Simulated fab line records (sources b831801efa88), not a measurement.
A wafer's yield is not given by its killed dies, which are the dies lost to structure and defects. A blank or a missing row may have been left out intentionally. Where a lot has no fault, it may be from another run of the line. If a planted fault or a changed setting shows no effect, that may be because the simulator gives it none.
fab line records | flow sky130
record: lots: 12 | wafers: 36 | last_day: 50
route steps=708 shown NWELL@67 VT_ADJUST_LVTN@106 GATE_OXIDE@198 LDD_P@263 PAD_OPEN@708
lots that met no fault: taken from a fault-free run of the same line
start_h: hours from the record's first day to the start of the lot's first wafer shown | wait_h: how many hours have passed since the lot's step before this one | " the same as in the row above | L1.1+2: a single row standing in for several wafers | - either no value or no given start | * or withheld: withheld | < > ~ a bound
route shown NAME@n: names a module that has steps shown in the file, with the first one's number in the route | usual: average and standard deviation across the fault-free wafers | same: alike in all rows | chamber/n: place in a boat | sites: readings site by site | _std_site: the values' standard deviation | _edge_site: outer sites' mean less inner sites' | radius_mm: how far each site lies from the wafer's centre | mask NAME#n: copy n | behind: the most recent tool/chamber to have shaped the wafer | hold: why the lot went on hold/how many hours it stayed there/how the hold came to an end | device: transistor that didn't switch, given as n, p or np | end of line: the route-end tests of the same wafers | step lacking rows: just its recipe | killed: not the wafer's yield, but the dies lost to structure and defects at the first sort | map: dies across one wafer; x = killed, . = not, _ = none there
set.NAME: the setting the step ran with; set.NAME@STEP: the setting that earlier step ran with | model.NAME: the simulator's own value behind a step, which no gauge read
one table for each step of the route and one row for each wafer, over a sample of lots
services: a tool's chamber out of use, with start hour (start_h, from the record's first day; less than 0 if before it), hours out, and reason
== steps ==
step: SKY_NWELL_STRIP_14
recipe: chemistry: O2/N2 | power_w: 1400 | pressure_mtorr: 1500 | platen_temp_c: withheld | o2_flow_sccm: 3000 | n2_flow_sccm: 300 | overash_fraction: 0.5
usual: drypump_motor_current_A: 5.8/0.47 | n2_flow_sccm: 299.9/0.82 | oes_product_au: 0.723/0.0041 | strip_time_to_endpoint_s: 36.92/0.13
lot.wafer | tool            | chamber | start_h | wait_h | drypump_motor_current_A | n2_flow_sccm | oes_product_au | rf_hours_counter_h | strip_time_to_endpoint_s
L741.1    | plasma_asher-03 | 1       | 96.91   | 0.1    | 5.6                     | 301.1        | 0.726          | 32                 | 36.93
L741.5    | "               | 0       | "       | "      | 6.5                     | 299.2        | 0.724          | -                  | 36.74
L741.6    | "               | 1       | "       | "      | 5.6                     | 301.2        | 0.717          | -                  | 36.95
L745.1    | plasma_asher-04 | 0       | 112.61  | 0.1    | 5.8                     | 299.5        | 0.719          | 46                 | 36.72
L745.4    | "               | 0       | "       | "      | 5.8                     | 300.2        | 0.725          | -                  | 36.76
L745.6    | "               | 0       | "       | "      | 5.8                     | 300.4        | 0.724          | -                  | 36.74
L746.1    | plasma_asher-04 | 1       | 125.06  | 0.1    | 5.1                     | 299.7        | 0.718          | 48                 | 37.02
L746.4    | "               | 0       | "       | "      | 5.8                     | 300.6        | 0.727          | -                  | 36.91
L746.6    | "               | 1       | "       | "      | 5.1                     | 299.5        | 0.723          | -                  | 36.99
L747.2    | plasma_asher-03 | 0       | 129.87  | 0.1    | 6.5                     | 300.2        | 0.725          | 36                 | 36.69
L747.4    | "               | 0       | "       | "      | 6.5                     | 299.1        | 0.725          | -                  | 36.68
L747.5    | "               | 0       | "       | "      | 6.5                     | 299.9        | 0.714          | -                  | 36.72
L748.2    | plasma_asher-02 | 1       | 131.02  | 0.1    | 5.3                     | 300.5        | 0.725          | 1                  | 36.81
L748.5    | "               | 1       | "       | "      | 5.3                     | 301.6        | 0.726          | -                  | 36.73
L748.6    | "               | 0       | "       | "      | 5.9                     | 299.3        | 0.718          | -                  | 36.76
L753.1    | plasma_asher-02 | 1       | 160.26  | 0.1    | 5.4                     | 301.7        | 0.717          | 4                  | 36.82
L753.2    | "               | 0       | "       | "      | 5.9                     | 300.9        | 0.724          | 4                  | 36.83
L753.5    | "               | 0       | "       | "      | 5.9                     | 301.2        | 0.715          | -                  | 36.85
L755.1    | plasma_asher-04 | 0       | 171.36  | 0.1    | 5.8                     | 298.9        | 0.727          | 52                 | 37.10
L755.2    | "               | 1       | "       | "      | 5.1                     | 300.2        | 0.725          | 52                 | 37.10
L755.3    | "               | 0       | "       | "      | 5.7                     | 299.4        | 0.723          | -                  | 37.14
L756.1    | plasma_asher-03 | 0       | 185.39  | 0.1    | 6.5                     | 300.5        | 0.724          | 41                 | 36.99
L756.4    | "               | 1       | "       | "      | 5.6                     | 299.5        | 0.727          | -                  | 36.87
L756.6    | "               | 1       | "       | "      | 5.5                     | 299.6        | 0.723          | -                  | 36.96
L757.1    | plasma_asher-03 | 0       | 186.47  | 0.1    | 6.5                     | 299.8        | 0.714          | 42                 | 36.95
L757.2    | "               | 1       | "       | "      | 5.6                     | 298.8        | 0.722          | 42                 | 36.93
L757.6    | "               | 1       | "       | "      | 5.6                     | 299.3        | 0.721          | -                  | 36.88
L758.1    | plasma_asher-04 | 1       | 190.66  | 0.1    | 5.1                     | 301.0        | 0.720          | 54                 | 37.03
L758.3    | "               | 1       | "       | "      | 5.0                     | 300.4        | 0.727          | -                  | 37.11
L758.6    | "               | 1       | "       | "      | 5.1                     | 301.3        | 0.731          | -                  | 37.10
L761.1    | plasma_asher-03 | 0       | 207.72  | 0.1    | 6.5                     | 298.6        | 0.719          | 44                 | 36.72
L761.4    | "               | 0       | "       | "      | 6.5                     | 299.5        | 0.720          | -                  | 36.84
L761.6    | "               | 0       | "       | "      | 6.5                     | 298.3        | 0.722          | -                  | 36.69
L762.2    | plasma_asher-02 | 1       | 224.46  | 0.1    | 5.4                     | 300.1        | 0.726          | 10                 | 37.06
L762.5    | "               | 1       | "       | "      | 5.3                     | 299.7        | 0.727          | -                  | 37.00
L762.6    | "               | 0       | "       | "      | 5.9                     | 299.8        | 0.725          | -                  | 37.01
step: SKY_VT_ADJUST_LVTN_STRIP_09
recipe: chemistry: O2/N2 | power_w: 1400 | pressure_mtorr: 1500 | platen_temp_c: withheld | o2_flow_sccm: 3000 | n2_flow_sccm: 300 | overash_fraction: 0.5
usual: drypump_motor_current_A: 5.6/0.43 | n2_flow_sccm: 300.0/0.88 | oes_product_au: 0.723/0.0043 | strip_time_to_endpoint_s: 36.92/0.11
lot.wafer | tool            | chamber | start_h | wait_h | drypump_motor_current_A | n2_flow_sccm | oes_product_au | rf_hours_counter_h | strip_time_to_endpoint_s
L741.1    | plasma_asher-01 | 1       | 159.11  | 0.1    | 6.3                     | 299.9        | 0.727          | 38                 | 36.82
L741.5    | "               | 0       | "       | "      | 5.3                     | 299.3        | 0.729          | -                  | 36.82
L741.6    | "               | 1       | "       | "      | 6.3                     | 300.3        | 0.724          | -                  | 36.79
L745.1    | plasma_asher-04 | 0       | 168.96  | 0.1    | 5.7                     | 299.7        | 0.724          | 52                 | 37.00
L745.4    | "               | 1       | "       | "      | 5.1                     | 298.3        | 0.724          | -                  | 36.98
L745.6    | "               | 1       | "       | "      | 5.1                     | 298.9        | 0.717          | -                  | 36.97
L746.1    | plasma_asher-04 | 0       | 184.29  | 0.1    | 5.8                     | 299.5        | 0.726          | 53                 | 36.89
L746.4    | "               | 0       | "       | "      | 5.8                     | 300.7        | 0.718          | -                  | 36.94
L746.6    | "               | 1       | "       | "      | 5.1                     | 301.4        | 0.723          | -                  | 36.80
L747.2    | plasma_asher-04 | 1       | 192.19  | 0.1    | 5.1                     | 302.2        | 0.726          | 54                 | 37.00
L747.4    | "               | 0       | "       | "      | 5.7                     | 301.3        | 0.722          | -                  | 36.94
L747.5    | "               | 0       | "       | "      | 5.8                     | 300.8        | 0.727          | -                  | 36.86
L748.2    | plasma_asher-04 | 0       | 192.81  | 0.1    | 5.8                     | 299.0        | 0.733          | 54                 | 37.09
L748.5    | "               | 0       | "       | "      | 5.8                     | 300.9        | 0.727          | -                  | 36.98
L748.6    | "               | 1       | "       | "      | 5.1                     | 299.9        | 0.729          | -                  | 37.07
L753.1    | plasma_asher-04 | 1       | 225.72  | 0.1    | 5.1                     | 300.4        | 0.726          | 57                 | 36.91
L753.2    | "               | 0       | "       | "      | 5.8                     | 300.2        | 0.729          | 57                 | 36.92
L753.5    | "               | 1       | "       | "      | 5.1                     | 300.1        | 0.725          | -                  | 36.98
L755.1    | plasma_asher-01 | 1       | 237.07  | 0.1    | 6.3                     | 300.7        | 0.730          | 45                 | 36.82
L755.2    | "               | 0       | "       | "      | 5.3                     | 301.5        | 0.731          | 45                 | 36.82
L755.3    | "               | 1       | "       | "      | 6.3                     | 300.0        | 0.724          | -                  | 36.83
L756.1    | plasma_asher-01 | 1       | 252.44  | 0.1    | 6.3                     | 299.5        | 0.719          | 46                 | 36.90
L756.4    | "               | 1       | "       | "      | 6.3                     | 298.8        | 0.723          | -                  | 37.02
L756.6    | "               | 0       | "       | "      | 5.3                     | 299.4        | 0.723          | -                  | 36.89
L757.1    | plasma_asher-04 | 0       | 254.76  | 0.1    | 5.7                     | 301.2        | 0.727          | 60                 | 36.82
L757.2    | "               | 1       | "       | "      | 5.1                     | 301.1        | 0.722          | 60                 | 36.77
L757.6    | "               | 1       | "       | "      | 5.1                     | 300.1        | 0.726          | -                  | 36.83
L758.1    | plasma_asher-02 | 1       | 258.11  | 0.1    | 5.3                     | 300.1        | 0.719          | 14                 | 37.05
L758.3    | "               | 1       | "       | "      | 5.3                     | 299.2        | 0.720          | -                  | 37.02
L758.6    | "               | 1       | "       | "      | 5.4                     | 300.2        | 0.727          | -                  | 37.15
L761.1    | plasma_asher-02 | 0       | 278.62  | 0.1    | 5.9                     | 299.2        | 0.718          | 16                 | 37.02
L761.4    | "               | 0       | "       | "      | 5.9                     | 299.4        | 0.720          | -                  | 36.95
L761.6    | "               | 0       | "       | "      | 5.9                     | 300.2        | 0.715          | -                  | 36.85
L762.2    | plasma_asher-04 | 1       | 296.79  | 0.1    | 5.1                     | 300.0        | 0.721          | 64                 | 36.74
L762.5    | "               | 0       | "       | "      | 5.8                     | 299.6        | 0.719          | -                  | 36.78
L762.6    | "               | 1       | "       | "      | 5.1                     | 299.2        | 0.725          | -                  | 36.73
step: SKY_GATE_OXIDE_IMPLANT_11
recipe: species: B | energy_kev: 10 | dose_cm2: 2.6e+12 | tilt_deg: withheld
usual: beam_energy_keV: 10.000/0.0032
lot.wafer | tool         | chamber | start_h | wait_h | beam_energy_keV
L741.1    | implanter-01 | 0       | 329.71  | 0.0    | 9.997
L741.5    | "            | 0       | "       | "      | 10.001
L741.6    | "            | 0       | "       | "      | 9.999
L745.1    | implanter-04 | 0       | 350.02  | 0.0    | 9.996
L745.4    | "            | 0       | "       | "      | 10.000
L745.6    | "            | 0       | "       | "      | 9.995
L746.1    | implanter-01 | 0       | 360.71  | 0.0    | 8.527
L746.4    | "            | 0       | "       | "      | 8.525
L746.6    | "            | 0       | "       | "      | 8.531
L747.2    | implanter-01 | 0       | 370.22  | 0.0    | 8.525
L747.4    | "            | 0       | "       | "      | 8.530
L747.5    | "            | 0       | "       | "      | 8.530
L748.2    | implanter-02 | 0       | 377.07  | 0.0    | 10.003
L748.5    | "            | 0       | "       | "      | 9.998
L748.6    | "            | 0       | "       | "      | 10.002
L753.1    | implanter-04 | 0       | 420.01  | 0.0    | 10.000
L753.2    | "            | 0       | "       | "      | 9.998
L753.5    | "            | 0       | "       | "      | 10.004
L755.1    | implanter-01 | 0       | 434.41  | 0.0    | 10.003
L755.2    | "            | 0       | "       | "      | 9.998
L755.3    | "            | 0       | "       | "      | 9.998
L756.1    | implanter-04 | 0       | 450.26  | 0.0    | 9.997
L756.4    | "            | 0       | "       | "      | 9.994
L756.6    | "            | 0       | "       | "      | 10.001
L757.1    | implanter-04 | 0       | 455.56  | 0.0    | 10.003
L757.2    | "            | 0       | "       | "      | 9.996
L757.6    | "            | 0       | "       | "      | 9.993
L758.1    | implanter-04 | 0       | 458.31  | 0.0    | 9.998
L758.3    | "            | 0       | "       | "      | 10.000
L758.6    | "            | 0       | "       | "      | 10.000
L761.1    | implanter-02 | 0       | 483.69  | 0.0    | 9.999
L761.4    | "            | 0       | "       | "      | 10.003
L761.6    | "            | 0       | "       | "      | 9.999
L762.2    | implanter-04 | 0       | 503.67  | 0.0    | 10.002
L762.5    | "            | 0       | "       | "      | 10.005
L762.6    | "            | 0       | "       | "      | 10.003
step: SKY_GATE_OXIDE_TW_MEAS_14
usual: GATE_OXIDE_TW: 221.4/1.3
lot.wafer | tool          | chamber | start_h | wait_h | GATE_OXIDE_TW
L741.1    | film_metro-02 | -       | 330.06  | 0.1    | 222.0
L741.5    | "             | -       | "       | "      | 220.7
L741.6    | "             | -       | "       | "      | 221.4
L745.1    | film_metro-04 | -       | 350.38  | 0.1    | 222.9
L745.4    | "             | -       | "       | "      | 222.5
L745.6    | "             | -       | "       | "      | 223.5
L746.1    | film_metro-04 | -       | 361.08  | 0.1    | 214.0
L746.4    | "             | -       | "       | "      | 214.2
L746.6    | "             | -       | "       | "      | 213.8
L747.2    | film_metro-01 | -       | 370.56  | 0.1    | 215.3
L747.4    | "             | -       | "       | "      | 216.0
L747.5    | "             | -       | "       | "      | 214.6
L748.2    | film_metro-01 | -       | 377.40  | 0.1    | 223.5
L748.5    | "             | -       | "       | "      | 223.2
L748.6    | "             | -       | "       | "      | 222.8
L753.1    | film_metro-04 | -       | 420.36  | 0.1    | 220.8
L753.2    | "             | -       | "       | "      | 221.1
L753.5    | "             | -       | "       | "      | 220.4
L755.1    | film_metro-04 | -       | 434.76  | 0.1    | 220.2
L755.2    | "             | -       | "       | "      | 220.9
L755.3    | "             | -       | "       | "      | 221.7
L756.1    | film_metro-04 | -       | 450.61  | 0.1    | 221.0
L756.4    | "             | -       | "       | "      | 221.5
L756.6    | "             | -       | "       | "      | 221.4
L757.1    | film_metro-01 | -       | 455.91  | 0.1    | 220.9
L757.2    | "             | -       | "       | "      | 221.3
L757.6    | "             | -       | "       | "      | 221.7
L758.1    | film_metro-04 | -       | 458.66  | 0.1    | 223.1
L758.3    | "             | -       | "       | "      | 222.7
L758.6    | "             | -       | "       | "      | 221.7
L761.1    | film_metro-04 | -       | 484.04  | 0.1    | 220.3
L761.4    | "             | -       | "       | "      | 220.0
L761.6    | "             | -       | "       | "      | 220.2
L762.2    | film_metro-02 | -       | 504.00  | 0.1    | 219.9
L762.5    | "             | -       | "       | "      | 219.4
L762.6    | "             | -       | "       | "      | 220.3
step: SKY_LDD_P_OVL_MEAS_08
usual: LDD_P_OVL: 0.0/1.2
lot.wafer | tool       | chamber | start_h | wait_h | LDD_P_OVL[nm]
L741.1    | overlay-01 | -       | 456.52  | 0.1    | 1.6
L741.5    | "          | -       | "       | "      | 1.6
L741.6    | "          | -       | "       | "      | 0.1
L745.1    | overlay-01 | -       | 479.54  | 0.1    | 1.8
L745.4    | "          | -       | "       | "      | 1.4
L745.6    | "          | -       | "       | "      | 1.0
L746.1    | overlay-02 | -       | 492.37  | 0.1    | -1.1
L746.4    | "          | -       | "       | "      | -2.3
L746.6    | "          | -       | "       | "      | -0.1
L747.2    | overlay-02 | -       | 501.20  | 0.1    | -0.4
L747.4    | "          | -       | "       | "      | 1.2
L747.5    | "          | -       | "       | "      | -0.5
L748.2    | overlay-02 | -       | 507.75  | 0.1    | 1.4
L748.5    | "          | -       | "       | "      | 0.4
L748.6    | "          | -       | "       | "      | 0.0
L753.1    | overlay-01 | -       | 551.25  | 0.1    | 0.5
L753.2    | "          | -       | "       | "      | -0.8
L753.5    | "          | -       | "       | "      | -0.4
L755.1    | overlay-01 | -       | 562.90  | 0.1    | -0.9
L755.2    | "          | -       | "       | "      | -0.4
L755.3    | "          | -       | "       | "      | -1.1
L756.1    | overlay-02 | -       | 579.89  | 0.1    | 0.8
L756.4    | "          | -       | "       | "      | 1.6
L756.6    | "          | -       | "       | "      | -1.1
L758.1    | overlay-02 | -       | 589.15  | 0.1    | -2.4
L758.3    | "          | -       | "       | "      | -2.6
L758.6    | "          | -       | "       | "      | -0.4
L757.1    | overlay-02 | -       | 591.89  | 0.1    | 0.6
L757.2    | "          | -       | "       | "      | -1.0
L757.6    | "          | -       | "       | "      | 0.7
L761.1    | overlay-01 | -       | 612.17  | 0.1    | 2.2
L761.4    | "          | -       | "       | "      | 1.3
L761.6    | "          | -       | "       | "      | 1.8
L762.2    | overlay-01 | -       | 629.95  | 0.1    | 0.4
L762.5    | "          | -       | "       | "      | -0.2
L762.6    | "          | -       | "       | "      | 0.3
step: SKY_PAD_OPEN_PROBE_99
usual: killed_at_M0_to_M3: 44/7.3 | killed_at_M4_up: 3.5/1.8 | killed_at_contacts: 24/5.8 | killed_at_front_end: 16/4.3 | killed_at_other: 0.5/0.68 | killed_dies: 88/9.4 | killed_open: 48/6.8 | killed_short: 40/6.1
same: gross_dies: 492 | killed_at_back_side: 0
lot.wafer | tool      | chamber | start_h | wait_h | killed_at_M0_to_M3 | killed_at_M4_up | killed_at_contacts | killed_at_front_end | killed_at_other | killed_dies | killed_open | killed_short
L758.1    | prober-01 | -       | 1174.07 | 0.1    | 42                 | 3               | 16                 | 22                  | 0               | 83          | 44          | 38
L758.3    | prober-01 | -       | 1174.17 | 0.2    | 30                 | 3               | 24                 | 24                  | 0               | 81          | 48          | 31
L758.6    | prober-01 | -       | 1174.32 | 0.2    | 49                 | 2               | 22                 | 18                  | 1               | 92          | 47          | 45
killed by level:class
L758.1 VIA1:geometric_particle:open=9 FIELD_ISO:geometric_particle:open=7 POLY_GATE:geometric_particle:short=6 CONTACT:geometric_particle:open=6 VIA3:geometric_particle:open=6 LI_CONTACT:geometric_particle:open=5 VIA1:geometric_particle:short=5 VIA2:geometric_particle:short=5
L758.3 CONTACT:geometric_particle:open=11 FIELD_ISO:geometric_particle:short=9 VIA1:geometric_particle:open=7 LI_CONTACT:geometric_particle:open=6 FIELD_ISO:geometric_particle:open=5 VIA3:geometric_particle:open=5 METAL2:geometric_particle:open=4 POLY_GATE:geometric_particle:short=3
L758.6 VIA1:geometric_particle:open=13 CONTACT:geometric_particle:open=11 LI_CONTACT:geometric_particle:open=6 METAL1:geometric_particle:short=5 VIA3:geometric_particle:short=5 VIA1:geometric_particle:short=5 METAL2:geometric_particle:short=5 FIELD_ISO:geometric_particle:short=4
== services ==
tool            | chamber | start_h | hours | kind
plasma_asher-02 | -       | 108.75  | 9.0   | pm
plasma_asher-02 | -       | 136.46  | 2.8   | pm
implanter-01    | -       | 140.05  | 0.5   | repair
plasma_asher-03 | -       | 159.93  | 0.4   | repair
implanter-04    | -       | 191.66  | 12.2  | pm
plasma_asher-02 | -       | 193.85  | 0.6   | repair
implanter-01    | -       | 217.40  | 3.8   | pm
implanter-04    | -       | 242.91  | 4.2   | pm
implanter-04    | -       | 264.93  | 1.3   | repair
implanter-04    | -       | 273.04  | 5.1   | repair
implanter-04    | -       | 281.98  | 3.4   | repair
plasma_asher-04 | -       | 292.24  | 2.8   | repair
implanter-04    | -       | 312.77  | 1.8   | repair
implanter-04    | -       | 317.41  | 1.6   | repair
plasma_asher-03 | -       | 318.34  | 0.4   | repair
plasma_asher-02 | -       | 326.86  | 28.1  | pm
implanter-01    | -       | 335.10  | 1.8   | repair
plasma_asher-02 | -       | 373.87  | 12.6  | repair
plasma_asher-04 | -       | 381.32  | 0.6   | repair
plasma_asher-04 | -       | 391.98  | 3.4   | repair
implanter-01    | -       | 404.28  | 1.6   | repair
implanter-01    | -       | 439.28  | 5.4   | repair
plasma_asher-03 | -       | 471.37  | 7.7   | repair
implanter-04    | -       | 478.10  | 4.3   | repair
== key ==
first_sign: step: SKY_GATE_OXIDE_IMPLANT_11 | reading: beam_energy_keV | direction: down | sigmas: 99+ | usual: * | struck: *
effect: step: SKY_GATE_OXIDE_TW_MEAS_14 | reading: GATE_OXIDE_TW | direction: down | sigmas: 5.1 | usual: 221.4 | struck: 214.6
met_at SKY_GATE_OXIDE_IMPLANT_11
struck_lots L746,L747
tester_left_out L746,L747
not_acting_at SKY_NWELL_STRIP_14,SKY_VT_ADJUST_LVTN_STRIP_09,SKY_LDD_P_OVL_MEAS_08
onset_between 329.71 360.71
fault: kind: process_parameter_drift | tool: implanter-01 | chamber: - | onset_h: 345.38 | steps: SKY_GATE_OXIDE_IMPLANT_11 | channel: energy_kev | offset: * | shape: step | end_h: 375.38 | acts_in: * | stated: *
tester_left_out: of these lots the tester's yield and bins aren't shown, on N5 and GAA mostly nor the transistor test; their killed dies are dies lost to structure and defects alone, not to doping, threshold or leakage, so they don't give the yield
